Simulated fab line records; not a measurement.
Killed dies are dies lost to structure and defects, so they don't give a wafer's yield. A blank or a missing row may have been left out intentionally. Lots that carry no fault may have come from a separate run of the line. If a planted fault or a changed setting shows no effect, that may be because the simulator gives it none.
Which of the tools did it? :: flow gf180mcu :: 11 lots with 33 wafers sampled at 6 steps, on a route of 602 steps

== WHAT THE GAUGES READ, wafer by wafer ==
GF_V2_CD_MEAS_14: target cd 260 nm. Usual: cdNm at 260.0 nm, with a standard deviation of 1.2.
lot: L475
measured: day 20 16:25
on: cdSem-01
cdNm (nm): 261.5 260.0 260.7
flag: 

lot: L476
measured: day 20 22:32
on: cdSem-02
cdNm (nm): 258.2 258.4 259.4
flag: 

lot: L478
measured: day 21 22:05
on: cdSem-02
cdNm (nm): 259.4 258.5 259.4
flag: 

lot: L480
measured: day 23 01:48
on: cdSem-02
cdNm (nm): 261.9 259.9 261.2
flag: 

lot: L481
measured: day 23 06:03
on: cdSem-01
cdNm (nm): 260.9 260.1 260.9
flag: 

lot: L482
measured: day 23 11:49
on: cdSem-01
cdNm (nm): 260.4 259.7 261.4
flag: 

lot: L487
measured: day 24 21:08
on: cdSem-02
cdNm (nm): 258.4 259.2 258.7
flag: 

lot: L492
measured: day 26 10:50
on: cdSem-01
cdNm (nm): 259.3 258.6 258.8
flag: 

lot: L496
measured: day 27 12:23
on: cdSem-02
cdNm (nm): 260.5 260.7 260.1
flag: 

lot: L497
measured: day 27 20:47
on: cdSem-02
cdNm (nm): 259.0 259.5 258.3
flag: 

lot: L498
measured: day 28 03:24
on: cdSem-02
cdNm (nm): 260.4 257.9 260.4
flag: 

GF_M4_CD_MEAS_14: target cd 280 nm. Usual: cdNm at 280.4 nm, with a standard deviation of 1.2.
lot: L475
measured: day 23 19:34
on: cdSem-02
cdNm (nm): 280.3 281.9 281.9
flag: 

lot: L476
measured: day 24 00:50
on: cdSem-02
cdNm (nm): 281.0 281.1 281.0
flag: 

lot: L478
measured: day 24 22:23
on: cdSem-02
cdNm (nm): 278.6 279.2 280.1
flag: 

lot: L480
measured: day 26 00:41
on: cdSem-02
cdNm (nm): 282.0 282.1 282.6
flag: 

lot: L481
measured: day 26 04:57
on: cdSem-02
cdNm (nm): 280.7 279.5 280.5
flag: 

lot: L482
measured: day 26 11:10
on: cdSem-02
cdNm (nm): 279.6 281.8 281.7
flag: 

lot: L487
measured: day 27 16:41
on: cdSem-02
cdNm (nm): 280.4 279.2 279.4
flag: 

lot: L492
measured: day 29 03:41
on: cdSem-02
cdNm (nm): 279.5 279.2 279.8
flag: 

lot: L496
measured: day 30 03:10
on: cdSem-02
cdNm (nm): 281.5 280.0 279.9
flag: 

lot: L497
measured: day 30 10:58
on: cdSem-02
cdNm (nm): 279.9 279.4 280.2
flag: 

lot: L498
measured: day 30 17:23
on: cdSem-02
cdNm (nm): 279.1 279.4 278.3
flag: 

GF_V4_BOW_MEAS_05. Usual: V4_BOW gives 134 um (standard deviation 9.4).
lot: L475
measured: day 23 20:56
on: filmMetro-03
V4_BOW (um): 131 134 155
flag: 

lot: L476
measured: day 24 02:21
on: filmMetro-03
V4_BOW (um): 109 138 128
flag: 

lot: L478
measured: day 24 23:46
on: filmMetro-03
V4_BOW (um): 144 140 132
flag: 

lot: L480
measured: day 26 02:04
on: filmMetro-04
V4_BOW (um): 141 126 140
flag: 

lot: L481
measured: day 26 06:22
on: filmMetro-03
V4_BOW (um): 141 160 149
flag: 

lot: L482
measured: day 26 12:38
on: filmMetro-03
V4_BOW (um): 144 137 148
flag: 

lot: L487
measured: day 27 18:12
on: filmMetro-03
V4_BOW (um): 130 136 132
flag: 

lot: L492
measured: day 29 05:11
on: filmMetro-04
V4_BOW (um): 117 131 125
flag: 

lot: L496
measured: day 30 04:33
on: filmMetro-01
V4_BOW (um): 132 139 140
flag: 

lot: L497
measured: day 30 12:25
on: filmMetro-04
V4_BOW (um): 138 132 125
flag: 

lot: L498
measured: day 30 18:46
on: filmMetro-01
V4_BOW (um): 131 142 137
flag: 

GF_MIM_RS_MEAS_10: measurement is done with a four-point probe. Usual: MIM_ALCU_RS gives 0.1599 ohm/sq (standard deviation 0.0019).
lot: L475
measured: day 24 21:20
on: filmMetro-01
MIM_ALCU_RS (ohm/sq): 0.1612 0.1630 0.1613
flag: 

lot: L476
measured: day 25 02:21
on: filmMetro-04
MIM_ALCU_RS (ohm/sq): 0.1571 0.1556 0.1590
flag: 

lot: L478
measured: day 25 23:07
on: filmMetro-01
MIM_ALCU_RS (ohm/sq): 0.1619 0.1615 0.1650
flag: 

lot: L480
measured: day 27 00:57
on: filmMetro-02
MIM_ALCU_RS (ohm/sq): 0.1601 0.1629 0.1601
flag: 

lot: L481
measured: day 27 04:55
on: filmMetro-04
MIM_ALCU_RS (ohm/sq): 0.1611 0.1613 0.1610
flag: 

lot: L482
measured: day 27 11:04
on: filmMetro-02
MIM_ALCU_RS (ohm/sq): 0.1625 0.1623 0.1619
flag: 

lot: L487
measured: day 28 16:04
on: filmMetro-02
MIM_ALCU_RS (ohm/sq): 0.2077 0.1605 0.2066
flag: OFF

lot: L492
measured: day 30 01:53
on: filmMetro-02
MIM_ALCU_RS (ohm/sq): 0.1582 0.1596 0.1573
flag: 

lot: L496
measured: day 31 01:13
on: filmMetro-01
MIM_ALCU_RS (ohm/sq): 0.1581 0.1599 0.1574
flag: 

lot: L497
measured: day 31 08:16
on: filmMetro-02
MIM_ALCU_RS (ohm/sq): 0.1590 0.1595 0.1580
flag: 

lot: L498
measured: day 31 14:59
on: filmMetro-01
MIM_ALCU_RS (ohm/sq): 0.1624 0.1618 0.1603
flag: 

GF_MIM_THK_MEAS_11: measures by xrf. Usual: MIM_ALCU_THK gives 201.9 nm (standard deviation 2.6).
lot: L475
measured: day 24 21:28
on: filmMetro-01
MIM_ALCU_THK (nm): 200.5 198.5 201.1
flag: 

lot: L476
measured: day 25 02:28
on: filmMetro-04
MIM_ALCU_THK (nm): 204.3 204.4 201.9
flag: 

lot: L478
measured: day 25 23:13
on: filmMetro-01
MIM_ALCU_THK (nm): 199.5 199.9 196.9
flag: 

lot: L480
measured: day 27 01:04
on: filmMetro-02
MIM_ALCU_THK (nm): 200.5 197.0 199.8
flag: 

lot: L481
measured: day 27 05:01
on: filmMetro-04
MIM_ALCU_THK (nm): 199.6 199.4 199.3
flag: 

lot: L482
measured: day 27 11:11
on: filmMetro-02
MIM_ALCU_THK (nm): 198.0 197.8 198.6
flag: 

lot: L487
measured: day 28 16:10
on: filmMetro-02
MIM_ALCU_THK (nm): 157.6 200.9 157.9
flag: OFF

lot: L492
measured: day 30 01:59
on: filmMetro-02
MIM_ALCU_THK (nm): 203.7 201.5 204.8
flag: 

lot: L496
measured: day 31 01:18
on: filmMetro-01
MIM_ALCU_THK (nm): 204.8 201.6 207.1
flag: 

lot: L497
measured: day 31 08:22
on: filmMetro-02
MIM_ALCU_THK (nm): 204.2 202.9 204.4
flag: 

lot: L498
measured: day 31 15:06
on: filmMetro-01
MIM_ALCU_THK (nm): 198.0 200.6 202.5
flag: 

== TOOL THAT RAN EACH LOT (tool first, then ch and the chambers of the sampled wafers, then the start) ==
lot: L475
GF_MIM_SPUTTER_08: pvdSputter-03, day 24 21:17

lot: L476
GF_MIM_SPUTTER_08: pvdSputter-04, day 25 02:17

lot: L478
GF_MIM_SPUTTER_08: pvdSputter-03, day 25 23:02

lot: L480
GF_MIM_SPUTTER_08: pvdSputter-01, day 27 00:52

lot: L481
GF_MIM_SPUTTER_08: pvdSputter-03, day 27 04:50

lot: L482
GF_MIM_SPUTTER_08: pvdSputter-01, day 27 11:01

lot: L487
GF_MIM_SPUTTER_08: pvdSputter-01, day 28 15:59

lot: L492
GF_MIM_SPUTTER_08: pvdSputter-03, day 30 01:48

lot: L496
GF_MIM_SPUTTER_08: pvdSputter-04, day 31 01:06

lot: L497
GF_MIM_SPUTTER_08: pvdSputter-03, day 31 08:09

lot: L498
GF_MIM_SPUTTER_08: pvdSputter-01, day 31 14:55
- GF_MIM_SPUTTER_08: material AlCu, target thk 200 nm, time 10.6 s.

== WHAT THE TOOLS THEMSELVES READ (means of the sampled wafers that have a number; where no wafer has one, the mark that the record gives instead) ==
GF_MIM_SPUTTER_08. Usual: throttleValvePct at 30.3 %, with a standard deviation of 1.1.
lot: L475
tool: pvdSputter-03
throttleValvePct (%): 30.6
flag: 

lot: L476
tool: pvdSputter-04
throttleValvePct (%): 29.6
flag: 

lot: L478
tool: pvdSputter-03
throttleValvePct (%): 31.4
flag: 

lot: L480
tool: pvdSputter-01
throttleValvePct (%): 29.0
flag: 

lot: L481
tool: pvdSputter-03
throttleValvePct (%): 30.8
flag: 

lot: L482
tool: pvdSputter-01
throttleValvePct (%): 30.2
flag: 

lot: L487
tool: pvdSputter-01
throttleValvePct (%): 30.7
flag: 

lot: L492
tool: pvdSputter-03
throttleValvePct (%): 31.3
flag: 

lot: L496
tool: pvdSputter-04
throttleValvePct (%): 30.3
flag: 

lot: L497
tool: pvdSputter-03
throttleValvePct (%): 30.5
flag: 

lot: L498
tool: pvdSputter-01
throttleValvePct (%): 29.8
flag: 

== THE ANSWER, worked out from the rows above alone ==
Rule: take the mean of a lot's wafers that have a number; if it is more than 3 standard deviations from the usual mean, the lot is off. A lot without any number at a reading at which 4 lots or more have one is off too. The other lots that the step has rows for count as sound. The gauges are gone through in route order, then the tools' own readings, and for those a lot's mean is taken as printed above. At the first step where some lot is off, the reading lying furthest off is the one used; lots without a number count as furthest.
Off: L487, at GF_MIM_RS_MEAS_10 (MIM_ALCU_RS).
If a tool, at a process step before that reading, ran all the lots that are off and no sound lot after the first of them, it fits. The gauges at GF_MIM_RS_MEAS_10 are tried like those tools. None of those tried fits.

== WHAT HAD BEEN PUT IN BY THE SIMULATOR ==
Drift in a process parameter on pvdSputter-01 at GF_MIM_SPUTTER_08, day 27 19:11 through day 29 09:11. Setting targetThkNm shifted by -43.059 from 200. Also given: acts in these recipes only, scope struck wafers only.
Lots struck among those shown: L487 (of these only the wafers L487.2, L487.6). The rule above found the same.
